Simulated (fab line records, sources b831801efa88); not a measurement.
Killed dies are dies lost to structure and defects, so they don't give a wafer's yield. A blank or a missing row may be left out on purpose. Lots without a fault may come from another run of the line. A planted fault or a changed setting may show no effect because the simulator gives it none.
Which tool did it? | flow gf180mcu | 12 lots, 36 wafers sampled, at 4 steps of a route of 602

WHAT THE GAUGES READ, wafer by wafer
GF_STI_THK_MEAS_22.
lot  | measured    | on            | STI_OXIDATION_01_THK (nm)
L986 | day 2 08:49 | film_metro-03 | 15.3 15.2 15.4
L987 | day 2 13:39 | film_metro-03 | 14.4 14.4 14.7
L989 | day 3 01:14 | film_metro-04 | 15.2 15.3 15.2
L991 | day 3 11:08 | film_metro-02 | 14.7 14.8 14.8
L992 | day 3 17:34 | film_metro-02 | 14.7 15.0 14.8
L994 | day 4 04:03 | film_metro-02 | 15.0 15.1 15.4
L997 | day 4 17:38 | film_metro-02 | 15.2 15.4 15.4
L998 | day 4 23:29 | film_metro-03 | 15.1 14.9 15.0
L102 | day 5 19:02 | film_metro-03 | 15.0 14.8 14.7
L103 | day 6 00:17 | film_metro-03 | 14.9 15.1 14.9
L105 | day 6 11:10 | film_metro-03 | 14.6 14.9 15.0
L108 | day 7 01:48 | film_metro-03 | 14.9 15.2 15.2

GF_VT_IMPLANT_TW_MEAS_10.
lot  | measured     | on            | VT_IMPLANT_TW
L986 | day 5 20:29  | film_metro-02 | 561.2 562.5 566.2
L987 | day 6 03:08  | film_metro-03 | 562.0 565.7 562.6
L989 | day 6 15:07  | film_metro-01 | 558.5 557.8 556.7
L991 | day 7 04:32  | film_metro-01 | 563.6 562.4 562.6
L992 | day 7 10:57  | film_metro-03 | 554.9 555.2 555.0
L994 | day 8 00:53  | film_metro-01 | 563.3 562.2 563.5
L997 | day 8 17:55  | film_metro-02 | 564.4 564.3 564.4
L998 | day 9 00:51  | film_metro-02 | 562.4 560.8 561.8
L102 | day 10 02:49 | film_metro-01 | 563.0 563.6 562.9
L103 | day 10 07:25 | film_metro-01 | 574.3 573.7 572.6
L105 | day 10 19:28 | film_metro-02 | 577.8 575.9 572.9
L108 | day 11 13:01 | film_metro-02 | 563.0 560.0 562.3

WHICH TOOL RAN EACH LOT (tool, then ch and the chambers of the sampled wafers, then the start)
lot  | GF_STI_ETCH_14                  | GF_VT_IMPLANT_IMPLANT_08
L986 | rie_si-02 ch 1,2,3, day 2 07:08 | implanter-02 ch 0, day 5 20:14
L987 | rie_si-02 ch 2,3, day 2 11:53   | implanter-03 ch 0, day 6 02:54
L989 | rie_si-02 ch 1,2,3, day 2 21:38 | implanter-02 ch 0, day 6 14:50
L991 | rie_si-01 ch 0,1,2, day 3 07:50 | implanter-02 ch 0, day 7 04:18
L992 | rie_si-01 ch 0,1, day 3 15:36   | implanter-03 ch 0, day 7 10:44
L994 | rie_si-02 ch 1,3, day 4 02:23   | implanter-03 ch 0, day 8 00:39
L997 | rie_si-01 ch 0,1,3, day 4 15:59 | implanter-02 ch 0, day 8 17:40
L998 | rie_si-02 ch 0,1,2, day 4 21:47 | implanter-03 ch 0, day 9 00:39
L102 | rie_si-01 ch 1,2,3, day 5 17:20 | implanter-01 ch 0, day 10 02:34
L103 | rie_si-01 ch 0,3, day 5 21:21   | implanter-02 ch 0, day 10 07:10
L105 | rie_si-02 ch 0,2,3, day 6 09:29 | implanter-02 ch 0, day 10 19:13
L108 | rie_si-02 ch 1,2,3, day 7 00:08 | implanter-01 ch 0, day 11 12:46
- GF_STI_ETCH_14: etches Si in HBr/Cl2/O2, target depth 360 nm, time 102.9 s.
- GF_VT_IMPLANT_IMPLANT_08

WHAT THE TOOLS THEMSELVES READ (means of the sampled wafers that have a number; where no wafer has one, the mark that the record gives instead)
GF_STI_ETCH_14.
lot  | tool      | chamber_pressure_mTorr (mTorr) | drypump_motor_current_A (A) | oes_product_au (a.u.) | throttle_valve_pct (%)
L986 | rie_si-02 | 14.996                         | 5.3                         | 1.004                 | 25.659
L987 | rie_si-02 | 14.996                         | 5.5                         | 1.006                 | 25.645
L989 | rie_si-02 | 15.005                         | 5.3                         | 0.996                 | 25.656
L991 | rie_si-01 | 14.987                         | 5.4                         | 1.002                 | 25.655
L992 | rie_si-01 | 15.002                         | 5.3                         | 0.999                 | 25.654
L994 | rie_si-02 | 14.998                         | 5.4                         | 0.997                 | 25.660
L997 | rie_si-01 | 15.012                         | 5.3                         | 1.004                 | 25.657
L998 | rie_si-02 | 14.999                         | 5.2                         | 1.003                 | 25.664
L102 | rie_si-01 | 14.984                         | 5.7                         | 1.014                 | 25.650
L103 | rie_si-01 | 14.998                         | 5.0                         | 1.006                 | 25.652
L105 | rie_si-02 | 14.996                         | 5.4                         | 1.006                 | 25.657
L108 | rie_si-02 | 14.993                         | 5.3                         | 1.002                 | 25.654

GF_VT_IMPLANT_IMPLANT_08.
lot  | tool         | dose_ions_cm2 | faraday_current_uA
L986 | implanter-02 | 8.301e+12     | 46.5
L987 | implanter-03 | 8.288e+12     | 48.2
L989 | implanter-02 | 8.296e+12     | 47.3
L991 | implanter-02 | 8.295e+12     | 45.8
L992 | implanter-03 | 8.297e+12     | 46.3
L994 | implanter-03 | 8.294e+12     | 47.5
L997 | implanter-02 | 8.286e+12     | 47.2
L998 | implanter-03 | 8.295e+12     | 46.9
L102 | implanter-01 | 8.285e+12     | 45.2
L103 | implanter-02 | 8.881e+12     | 50.0
L105 | implanter-02 | 8.876e+12     | 50.4
L108 | implanter-01 | 8.285e+12     | 46.7

THE ANSWER, worked out from the rows above alone
Rule: what is usual is taken from the lots themselves. Put in order of their means at a reading, lots are off if they are a third of the lots or fewer, leave a main group of 4 or more, and stand apart from it by a gap of 3 or more times the standard deviation of the main group's means; of several such gaps the widest counts. A main group whose means are all the same, to the digits that the tables above print for the reading, isn't used. A lot without any number at a reading at which 4 lots or more have one is off too. The other lots that the step has rows for count as sound. The gauges are gone through in route order, then the tools' own readings, and for those a lot's mean is taken as printed above. The first step at which some lot is off is used, and at that step the reading that is off furthest; a lot without a number counts as furthest.
Off: L103, L105, at GF_VT_IMPLANT_TW_MEAS_10 (VT_IMPLANT_TW). The main group: mean 561.6, standard deviation 2.8.
A tool fits if, at a process step before that reading, it ran every lot that is off, and no sound lot after the first of them. The gauges at GF_VT_IMPLANT_TW_MEAS_10 aren't tried: what is off there is off at GF_VT_IMPLANT_IMPLANT_08 too, on other tools, and a gauge's error can't cause that. One fits: implanter-02 at GF_VT_IMPLANT_IMPLANT_08. Its last sound lot is L997 (day 8 17:40), its first lot that is off L103 (day 10 07:10): a fault that began between those two fits.
The tool's own readings at GF_VT_IMPLANT_IMPLANT_08 bear it out: on the lots that are off they differ by more than 5 times the standard deviation of the sound lots' means. dose_ions_cm2 reads 8.878e+12 there against 8.292e+12 on the sound lots.

WHAT THE SIMULATOR HAD PUT IN
Process parameter drift: implanter-02, from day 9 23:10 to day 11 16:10, at GF_VT_IMPLANT_IMPLANT_08. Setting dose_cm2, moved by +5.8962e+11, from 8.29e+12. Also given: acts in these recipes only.
Lots struck among those shown: L103, L105. The rule above found the same.
